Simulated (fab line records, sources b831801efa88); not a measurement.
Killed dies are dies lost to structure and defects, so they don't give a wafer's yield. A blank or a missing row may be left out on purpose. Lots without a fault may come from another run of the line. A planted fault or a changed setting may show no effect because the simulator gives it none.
Chamber matching | flow gf180mcu | GF_V2_CMP_04 on cmp-02: 4 sister chambers
The step polishes SiO2. 4 wafers are shown with their chamber, then 8 later ones without.

WAFERS WITH THEIR CHAMBER
wafer  | chamber | motor_current_A (A)
L579.3 | 2       | 14.6
L579.4 | 1       | 13.4
L579.5 | 0       | 14.4
L581.1 | 3       | 13.2

WAFERS WITHOUT THEIR CHAMBER
wafer  | motor_current_A (A)
L581.2 | 14.1
L581.4 | 12.8
L590.1 | 14.5
L590.4 | 13.6
L590.5 | 13.6
L591.2 | 12.0
L591.4 | 13.9
L591.5 | 14.5

WHICH CHAMBER EACH WENT THROUGH
wafer  | from the rows above               | in truth
L581.2 | can't be placed: 0 or 2 or 1 or 3 | 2
L581.4 | can't be placed: 3 or 1           | 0
L590.1 | can't be placed: 0 or 2 or 1      | 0
L590.4 | can't be placed: 1 or 3 or 0 or 2 | 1
L590.5 | can't be placed: 1 or 3 or 0 or 2 | 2
L591.2 | can't be placed: 3 or 1           | 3
L591.4 | can't be placed: 0 or 1 or 2 or 3 | 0
L591.5 | can't be placed: 0 or 2 or 1      | 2
Placed correctly: 0 of 8. Can't be placed from these rows: 8 (the true chamber is among the candidates in 7). Placed wrongly: 0.
How it was worked out, from the rows above alone: a wafer's distance from a chamber is the root of the sum, over the readings, of the square of ((its reading less the chamber's mean) divided by the reading's scatter). The wafer belongs to the nearest chamber; if the next one is less than 2 further off, it can't be placed. A chamber's mean is the mean of its shown wafers. The scatter: with one shown wafer a chamber, the root of the mean of the squares of how far each hidden wafer lies from its nearest shown one.
